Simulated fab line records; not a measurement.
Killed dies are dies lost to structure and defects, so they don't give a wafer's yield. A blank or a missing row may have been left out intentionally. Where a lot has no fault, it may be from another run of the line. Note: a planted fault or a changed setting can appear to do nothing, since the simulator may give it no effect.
fab line records | flow sky130
[record] lots = 12 wafers = 36 lastDay = 50
route steps=708 shown METAL4@602 CAP2M@605 METAL5@675 PASSIVATION@682 PAD_OPEN@708
lots that met no fault: from a run of the same line without faults
startH: start of the lot's first displayed wafer, in hours after the record's first day | waitH: hours from the lot's prior step to this one | " repeats the value in the row above | L1.1+2: a row that stands for several wafers | - value missing, or start not given | * or withheld: withheld | < > ~ a bound
route shown NAME@n: names a module that has steps shown in the file, with the first one's number in the route | usual: mean/standard deviation taken from wafers without a fault | same: alike in all rows | chamber/n: place in a boat | sites: readings site by site | _std_site: the values' standard deviation | _edge_site: the outer-site mean with the inner-site mean subtracted | radiusMm: how far each site lies from the wafer's centre | mask NAME#n: copy n | behind: the most recent tool/chamber to have shaped the wafer | hold: why the lot went on hold/how many hours it stayed there/how the hold came to an end | device: names the non-switching transistor (n, p or np) | end of line: the route-end tests of the same wafers | where a step has no rows: the recipe by itself | killed: count of dies lost to structure and defects at first sort (not the wafer's yield) | map: shows each die of a wafer: x if killed, . if not, _ if none is there
set.NAME: the setting as run; set.NAME@STEP: as run at that earlier step | model.NAME: the simulator's own value behind a step, which no gauge read
route steps across a sampled set of lots; one table per step, one row per wafer
services: the hour from which a tool's chamber was out of use, counted from the record's first day as startH (under 0 if before that day), plus the number of hours and why
[[steps]]
[step SKY_METAL4_SPUTTER_04]
[recipe] material = TiN targetThkNm = 70 powerW = 6500 timeS = 58.3 chamberPressurePa = 0.4
[usual] chamberPressurePa = 0.4000/0.00078 throttleValvePct = 29.6/1.7
// columns lot.wafer tool chamber startH waitH chamberPressurePa throttleValvePct
L918.1 pvdSputter-04 - 940.16 0.0 0.3993 33.2
L918.4 " - " " 0.4009 31.0
L918.5 " - " " 0.3998 33.5
L919.1 pvdSputter-01 - 946.35 0.0 0.4016 28.4
L919.4 " - " " 0.3999 28.3
L919.6 " - " " 0.4006 28.9
L920.2 pvdSputter-04 - 947.00 0.0 0.3999 28.8
L920.3 " - " " 0.3996 31.1
L920.6 " - " " 0.3992 31.1
L921.3 pvdSputter-02 - 952.06 0.0 0.4004 30.5
L921.4 " - " " 0.3991 29.4
L921.5 " - " " 0.4011 30.5
L922.1 pvdSputter-02 - 962.94 0.0 0.3994 29.4
L922.3 " - " " 0.4009 30.5
L922.5 " - " " 0.3996 29.1
L927.1 pvdSputter-02 - 1002.55 0.0 0.4002 26.9
L927.2 " - " " 0.3997 30.6
L927.6 " - " " 0.3997 29.2
L926.1 pvdSputter-02 - 1007.93 0.0 0.4009 30.3
L926.3 " - " " 0.3995 31.6
L926.5 " - " " 0.4005 31.8
L930.3 pvdSputter-01 - 1025.19 0.0 0.3993 28.3
L930.5 " - " " 0.4001 29.6
L930.6 " - " " 0.3991 28.4
L935.2 pvdSputter-02 - 1050.89 0.0 0.4004 30.2
L935.4 " - " " 0.3983 27.0
L935.6 " - " " 0.3999 26.9
L936.3 pvdSputter-02 - 1058.74 0.0 0.3991 26.7
L936.4 " - " " 0.4000 31.6
L936.6 " - " " 0.3989 26.8
L937.2 pvdSputter-02 - 1060.89 0.0 0.4001 30.2
L937.3 " - " " 0.3995 31.3
L937.5 " - " " 0.3996 29.1
L940.1 pvdSputter-04 - 1081.88 0.0 0.4012 30.8
L940.2 " - " " 0.4009 28.9
L940.4 " - " " 0.4003 29.0
[step SKY_CAP2M_SPUTTER_02]
[recipe] material = TiN targetThkNm = 200 tempC = 300 powerW = 6500 timeS = 166.7 chamberPressurePa = 0.4
[usual] chamberPressurePa = 0.4002/0.00077 throttleValvePct = 29.2/1.1
// columns lot.wafer tool chamber startH waitH chamberPressurePa throttleValvePct
L918.1 pvdSputter-03 - 940.29 0.1 0.4004 30.5
L918.4 " - " " 0.3999 28.1
L918.5 " - " " 0.3992 28.3
L919.1 pvdSputter-02 - 946.48 0.1 0.3992 26.8
L919.4 " - " " 0.4000 29.4
L919.6 " - " " 0.4007 30.6
L920.2 pvdSputter-01 - 947.13 0.0 0.4007 28.5
L920.3 " - " " 0.3999 29.8
L920.6 " - " " 0.4008 28.4
L921.3 pvdSputter-03 - 952.19 0.0 0.4003 29.2
L921.4 " - " " 0.3999 30.6
L921.5 " - " " 0.4008 29.7
L922.1 pvdSputter-01 - 963.07 0.1 0.4000 28.9
L922.3 " - " " 0.3997 28.5
L922.5 " - " " 0.3979 29.1
L927.1 pvdSputter-01 - 1002.69 0.1 0.3993 29.5
L927.2 " - " " 0.4010 28.9
L927.6 " - " " 0.4003 29.5
L926.1 pvdSputter-01 - 1008.07 0.1 0.4003 28.5
L926.3 " - " " 0.3996 29.1
L926.5 " - " " 0.3995 28.4
L930.3 pvdSputter-02 - 1025.33 0.0 0.3987 26.8
L930.5 " - " " 0.3995 31.1
L930.6 " - " " 0.3993 26.8
L935.2 pvdSputter-03 - 1051.02 0.0 0.4015 30.7
L935.4 " - " " 0.4018 28.1
L935.6 " - " " 0.4011 29.4
L936.3 pvdSputter-03 - 1058.87 0.0 0.3985 29.1
L936.4 " - " " 0.4012 30.6
L936.6 " - " " 0.4007 30.7
L937.2 pvdSputter-01 - 1061.02 0.0 0.4010 28.2
L937.3 " - " " 0.3999 28.1
L937.5 " - " " 0.4001 28.9
L940.1 pvdSputter-02 - 1082.01 0.1 0.3994 31.6
L940.2 " - " " 0.3992 27.0
L940.4 " - " " 0.4005 29.2
[step SKY_METAL5_DESCUM_14]
[recipe] chemistry = O2 sourcePowerW = 150 biasPowerW = 0 pressureMtorr = 10 tempC = 40 timeS = 11
[usual] drypumpMotorCurrentA = 6.1/0.43 oesProductAu = 0.999/0.013 tempC = 40.02/0.11
// columns lot.wafer tool chamber startH waitH drypumpMotorCurrentA oesProductAu rfHoursCounterH tempC
L918.1 rieMetal-02 1 1034.78 0.1 5.5 1.000 2 40.21
L918.4 " 1 " " 5.5 0.998 - 40.13
L918.5 " 1 " " 5.5 1.002 - 40.22
L919.1 rieMetal-04 1 1043.22 0.1 5.2 0.987 7 40.10
L919.4 " 1 " " 5.2 0.985 - 39.96
L919.6 " 1 " " 5.2 0.984 - 40.03
L920.2 rieMetal-03 1 1044.18 0.1 6.3 0.988 17 39.93
L920.3 " 0 " " 6.4 1.011 - 39.99
L920.6 " 0 " " 6.4 1.004 - 40.02
L921.3 rieMetal-03 1 1046.70 0.1 6.3 0.982 - 40.07
L921.4 " 0 " " 6.4 1.011 - 40.03
L921.5 " 0 " " 6.4 0.993 - 40.07
L922.1 rieMetal-03 0 1056.77 0.1 6.4 1.013 15 40.08
L922.3 " 1 " " 6.3 0.980 - 40.02
L922.5 " 0 " " 6.4 1.014 - 39.87
L927.1 rieMetal-03 1 1096.58 0.1 6.3 0.979 20 40.20
L927.2 " 0 " " 6.4 1.010 18 39.99
L927.6 " 0 " " 6.4 1.007 - 40.03
L926.1 rieMetal-03 1 1100.82 0.1 6.3 1.001 21 40.14
L926.3 " 1 " " 6.3 0.999 - 40.15
L926.5 " 1 " " 6.3 1.000 - 40.06
L930.3 rieMetal-02 1 1117.60 0.1 5.5 1.001 - 40.14
L930.5 " 1 " " 5.5 1.019 - 40.15
L930.6 " 0 " " 6.2 0.998 - 40.12
L935.2 rieMetal-03 1 1140.28 0.1 6.3 0.987 24 39.89
L935.4 " 0 " " 6.4 1.020 - 40.11
L935.6 " 1 " " 6.3 0.989 - 39.94
L936.3 rieMetal-03 1 1145.99 0.1 6.3 0.991 - 40.25
L936.4 " 0 " " 6.4 1.003 - 40.00
L936.6 " 0 " " 6.4 1.016 - 40.02
L937.2 rieMetal-02 1 1146.27 0.1 5.5 1.017 12 40.13
L937.3 " 1 " " 5.5 1.011 - 39.96
L937.5 " 1 " " 5.5 1.017 - 39.87
L940.1 rieMetal-02 1 1165.43 0.1 5.5 1.011 14 39.96
L940.2 " 0 " " 6.2 1.005 18 39.88
L940.4 " 1 " " 5.6 1.017 - 39.92
[step SKY_PASSIVATION_THK_MEAS_01]
[recipe] reads = SiO2_of_PASSIVATION_CVD_00
[usual] PASSIVATION_CVD_00_THK = 89.6/1.2
// columns lot.wafer tool chamber startH waitH PASSIVATION_CVD_00_THK[nm]
L918.1 filmMetro-01 - 1035.68 - 89.5
L918.4 " - " " 90.5
L918.5 " - " " 91.5
L919.1 filmMetro-03 - 1044.10 - 88.1
L919.4 " - " " 88.6
L919.6 " - " " 89.5
L920.2 filmMetro-02 - 1045.08 - 90.0
L920.3 " - " " 88.7
L920.6 " - " " 89.8
L921.3 filmMetro-03 - 1047.59 - 89.5
L921.4 " - " " 90.6
L921.5 " - " " 91.9
L922.1 filmMetro-02 - 1057.69 - 89.1
L922.3 " - " " 88.9
L922.5 " - " " 91.4
L927.1 filmMetro-03 - 1097.56 - 88.2
L927.2 " - " " 88.2
L927.6 " - " " 90.3
L926.1 filmMetro-01 - 1101.74 - 89.8
L926.3 " - " " 88.9
L926.5 " - " " 90.4
L930.3 filmMetro-02 - 1118.56 - 88.6
L930.5 " - " " 90.5
L930.6 " - " " 90.9
L935.2 filmMetro-01 - 1141.26 - 88.8
L935.4 " - " " 89.3
L935.6 " - " " 88.8
L936.3 filmMetro-02 - 1147.30 - 91.3
L936.4 " - " " 90.5
L936.6 " - " " 91.0
L937.2 filmMetro-01 - 1147.37 - 88.7
L937.3 " - " " 90.4
L937.5 " - " " 91.3
L940.1 filmMetro-02 - 1166.36 - 88.1
L940.2 " - " " 88.1
L940.4 " - " " 89.6
[step SKY_PAD_OPEN_PROBE_99]
[usual] defectLimitedYield = 82.5/1.9 killed_at_M0_to_M3 = 43/7.2 killed_at_M4_up = 3.1/1.8 killedAtContacts = 24/5.4 killedAtFrontEnd = 15/4.4 killedAtOther = 0.4/0.56 killedDies = 86/9.3 killedOpen = 47/6.9 killedShort = 39/6.6 sort_bin_3_pad_short = 0.9/0.43 sort_bin_5_function = 10.4/1.5 sort_bin_6_memory = 6.2/1.1 sortNPass = 406/9.3 sortYieldPct = 82.5/1.9
[same] grossDies = 492 killedAtBackSide = 0 sort_bin_4_leakage[%] = 0 sort_bin_8_speed[%] = 0
// columns lot.wafer tool chamber startH waitH defectLimitedYield[%] killed_at_M0_to_M3 killed_at_M4_up killedAtContacts killedAtFrontEnd killedAtOther killedDies killedOpen killedShort sort_bin_3_pad_short[%] sort_bin_5_function[%] sort_bin_6_memory[%] sortNPass sortYieldPct[%]
L927.1 prober-02 - 1138.69 0.1 82.1 46 2 23 17 0 88 45 43 1.2 12.2 4.5 404 82.1
L927.2 prober-02 - 1138.74 0.1 82.1 43 2 30 13 0 88 52 36 0.8 9.8 7.3 404 82.1
L927.6 prober-02 - 1138.94 0.2 82.5 44 4 25 13 0 86 54 32 1.6 8.7 7.1 406 82.5
L926.1 prober-01 - 1142.17 0.1 85.2 34 1 22 15 1 73 46 27 0.8 9.3 4.7 419 85.2
L926.3 prober-01 - 1142.27 0.2 78.7 50 1 39 15 0 105 59 45 1.2 13.2 6.9 387 78.7
L926.5 prober-01 - 1142.37 0.2 79.9 45 6 40 8 0 99 58 40 0.6 13.4 6.1 393 79.9
L930.3 prober-02 - 1158.65 0.2 81.9 41 3 31 13 1 89 50 38 0.2 11.0 6.9 403 81.9
L930.5 prober-02 - 1158.75 0.2 82.3 42 4 25 16 0 87 57 30 0.8 10.4 6.5 405 82.3
L930.6 prober-02 - 1158.80 0.2 82.7 39 2 32 11 1 85 53 31 0.2 11.0 6.1 407 82.7
L935.2 prober-01 - 1181.20 0.1 82.1 47 3 25 13 0 88 53 34 0.8 12.2 4.9 404 82.1
L935.4 prober-01 - 1181.30 0.2 85.8 34 3 23 10 0 70 46 24 0.8 7.9 5.5 422 85.8
L935.6 prober-01 - 1181.40 0.2 84.1 29 2 32 15 0 78 46 32 0.6 8.7 6.5 414 84.1
L936.3 prober-02 - 1184.39 0.2 82.1 43 1 24 19 1 88 48 39 0.8 8.9 8.1 404 82.1
L936.4 prober-02 - 1184.44 0.2 74.0 38 52 25 13 0 128 45 36 3.5 15.0 7.5 364 74.0
L936.6 prober-02 - 1184.54 0.2 84.3 39 1 22 15 0 77 38 39 0.2 10.8 4.7 415 84.3
L937.2 prober-01 - 1184.65 0.1 83.7 41 2 25 12 0 80 57 23 0.8 10.4 5.1 412 83.7
L937.3 prober-01 - 1184.70 0.2 74.4 51 55 13 7 0 126 41 34 3.7 15.0 6.9 366 74.4
L937.5 prober-01 - 1184.80 0.2 85.6 39 2 24 6 0 71 37 34 1.6 8.1 4.7 421 85.6
// killed by level:class
L927.1 VIA1:geometricParticle:open=11 METAL1:geometricParticle:short=9 CONTACT:geometricParticle:open=7 FIELD_ISO:geometricParticle:short=6 LI_CONTACT:geometricParticle:open=6 CONTACT:geometricParticle:short=6 METAL2:geometricParticle:short=5 FIELD_ISO:geometricParticle:open=4
L927.2 VIA1:geometricParticle:open=14 LI_CONTACT:geometricParticle:open=13 CONTACT:geometricParticle:open=6 VIA1:geometricParticle:short=6 LOCAL_INTERCONNECT:geometricParticle:short=5 CONTACT:geometricParticle:short=5 METAL1:geometricParticle:short=4 METAL1:geometricParticle:open=4
L927.6 VIA1:geometricParticle:open=10 LI_CONTACT:geometricParticle:open=9 CONTACT:geometricParticle:open=9 VIA2:geometricParticle:open=8 METAL1:geometricParticle:short=6 METAL2:geometricParticle:short=5 VIA1:geometricParticle:short=5 FIELD_ISO:geometricParticle:short=4
L926.1 CONTACT:geometricParticle:open=9 VIA1:geometricParticle:open=8 LI_CONTACT:geometricParticle:open=7 VIA3:geometricParticle:open=6 METAL1:geometricParticle:short=5 FIELD_ISO:geometricParticle:open=4 POLY_CUT:geometricParticle:open=4 METAL2:geometricParticle:short=3
L926.3 LI_CONTACT:geometricParticle:open=12 CONTACT:geometricParticle:open=12 VIA1:geometricParticle:short=9 METAL2:geometricParticle:short=8 VIA2:geometricParticle:open=8 VIA3:geometricParticle:open=8 VIA1:geometricParticle:open=7 POLY_GATE:geometricParticle:open=5
L926.5 CONTACT:geometricParticle:open=18 VIA1:geometricParticle:open=12 LI_CONTACT:geometricParticle:open=8 CONTACT:geometricParticle:short=8 VIA3:geometricParticle:open=6 METAL2:geometricParticle:short=5 VIA2:geometricParticle:open=5 VIA2:geometricParticle:short=4
L930.3 VIA1:geometricParticle:open=13 CONTACT:geometricParticle:open=7 LI_CONTACT:geometricParticle:open=6 LOCAL_INTERCONNECT:geometricParticle:short=6 CONTACT:geometricParticle:short=6 VIA1:geometricParticle:short=5 METAL1:geometricParticle:short=5 METAL2:geometricParticle:short=5
L930.5 CONTACT:geometricParticle:open=12 VIA2:geometricParticle:open=8 VIA1:geometricParticle:open=8 VIA3:geometricParticle:open=7 LI_CONTACT:geometricParticle:open=6 FIELD_ISO:geometricParticle:open=5 FIELD_ISO:geometricParticle:short=4 POLY_GATE:geometricParticle:short=4
L930.6 CONTACT:geometricParticle:open=14 VIA2:geometricParticle:open=10 VIA1:geometricParticle:open=9 LI_CONTACT:geometricParticle:open=7 LOCAL_INTERCONNECT:geometricParticle:short=5 METAL1:geometricParticle:short=5 FIELD_ISO:geometricParticle:short=3 CONTACT:geometricParticle:short=3
L935.2 CONTACT:geometricParticle:open=11 VIA3:geometricParticle:open=10 VIA2:geometricParticle:open=8 LI_CONTACT:geometricParticle:open=7 VIA1:geometricParticle:open=6 METAL3:geometricParticle:short=6 METAL2:geometricParticle:short=6 FIELD_ISO:geometricParticle:short=4
L935.4 CONTACT:geometricParticle:open=9 VIA1:geometricParticle:open=9 VIA3:geometricParticle:open=7 VIA2:geometricParticle:open=6 LI_CONTACT:geometricParticle:open=4 LOCAL_INTERCONNECT:geometricParticle:short=4 CONTACT:geometricParticle:short=4 FIELD_ISO:geometricParticle:open=3
L935.6 CONTACT:geometricParticle:open=12 LOCAL_INTERCONNECT:geometricParticle:short=9 VIA1:geometricParticle:open=8 VIA2:geometricParticle:open=6 LI_CONTACT:geometricParticle:open=5 VIA3:geometricParticle:open=5 VIA2:geometricParticle:short=3 POLY_GATE:geometricParticle:open=3
L936.3 CONTACT:geometricParticle:open=10 VIA3:geometricParticle:open=8 VIA1:geometricParticle:open=7 FIELD_ISO:geometricParticle:short=6 LI_CONTACT:geometricParticle:open=6 METAL2:geometricParticle:short=6 VIA2:geometricParticle:open=6 CONTACT:geometricParticle:short=5
L936.4 METAL4:unspecified=47 VIA1:geometricParticle:open=11 CONTACT:geometricParticle:open=7 LOCAL_INTERCONNECT:geometricParticle:short=6 VIA3:geometricParticle:open=5 LI_CONTACT:geometricParticle:open=4 METAL1:geometricParticle:short=4 METAL2:geometricParticle:short=4
L936.6 METAL2:geometricParticle:short=8 CONTACT:geometricParticle:open=7 VIA1:geometricParticle:open=7 VIA3:geometricParticle:open=7 CONTACT:geometricParticle:short=6 VIA1:geometricParticle:short=5 FIELD_ISO:geometricParticle:open=4 POLY_GATE:geometricParticle:short=4
L937.2 VIA1:geometricParticle:open=13 CONTACT:geometricParticle:open=10 LI_CONTACT:geometricParticle:open=9 VIA3:geometricParticle:open=8 FIELD_ISO:geometricParticle:open=5 VIA2:geometricParticle:open=5 VIA1:geometricParticle:short=3 LOCAL_INTERCONNECT:geometricParticle:short=3
L937.3 METAL4:unspecified=51 VIA1:geometricParticle:open=17 VIA2:geometricParticle:open=7 METAL2:geometricParticle:short=6 VIA3:geometricParticle:open=5 LI_CONTACT:geometricParticle:open=4 METAL1:geometricParticle:short=4 METAL3:geometricParticle:short=4
L937.5 CONTACT:geometricParticle:open=9 VIA1:geometricParticle:open=8 LI_CONTACT:geometricParticle:open=7 METAL1:geometricParticle:short=7 VIA3:geometricParticle:open=5 METAL2:geometricParticle:short=4 VIA2:geometricParticle:short=4 VIA2:geometricParticle:open=4
[[services]]
// columns tool chamber startH hours kind
rieMetal-04 1 932.46 22.2 repair
pvdSputter-02 1 937.88 - consumableReplace:kit
pvdSputter-02 1 937.88 18.0 scheduledDown
pvdSputter-02 1 937.88 18.0 ventCycle
rieMetal-03 - 947.44 2.8 pm
rieMetal-02 1 990.78 - clean
pvdSputter-03 - 1003.82 0.9 repair
rieMetal-03 - 1005.45 28.1 pm
rieMetal-04 - 1007.60 1.9 repair
pvdSputter-01 0 1021.87 - consumableReplace:kit
pvdSputter-01 0 1021.87 18.0 scheduledDown
pvdSputter-01 0 1021.87 18.0 ventCycle
rieMetal-02 0 1049.72 31.4 repair
rieMetal-03 1 1072.53 12.8 repair
pvdSputter-01 - 1081.02 11.1 repair
rieMetal-03 - 1098.97 0.6 repair
pvdSputter-02 0 1129.61 - consumableReplace:kit
pvdSputter-02 0 1129.61 18.0 scheduledDown
pvdSputter-02 0 1129.61 18.0 ventCycle
pvdSputter-03 - 1149.58 0.9 repair
pvdSputter-02 - 1149.86 10.1 repair
pvdSputter-01 3 1156.01 - consumableReplace:kit
pvdSputter-01 3 1156.01 18.0 scheduledDown
pvdSputter-01 3 1156.01 18.0 ventCycle
[[key]]
[firstSign] step = SKY_PAD_OPEN_PROBE_99 reading = killed_at_M4_up direction = up sigmas = 28 usual = 3.1 struck = 53.5
[effect] step = SKY_PAD_OPEN_PROBE_99 reading = sort_bin_3_pad_short direction = up sigmas = 6.3 usual = 0.9 struck = 3.6
metAt SKY_METAL4_SPUTTER_04
struckLots L936,L937
struckWafers L936.4,L937.3
notActingAt SKY_CAP2M_SPUTTER_02,SKY_METAL5_DESCUM_14,SKY_PASSIVATION_THK_MEAS_01
onsetBetween 1007.93 1058.74
[fault] kind = chamberParticleSource tool = pvdSputter-02 chamber = - onsetH = 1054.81 steps = SKY_METAL4_SPUTTER_04 ratePerVisitCm2 = 0.8026 endH = 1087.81 scope = struckWafersOnly
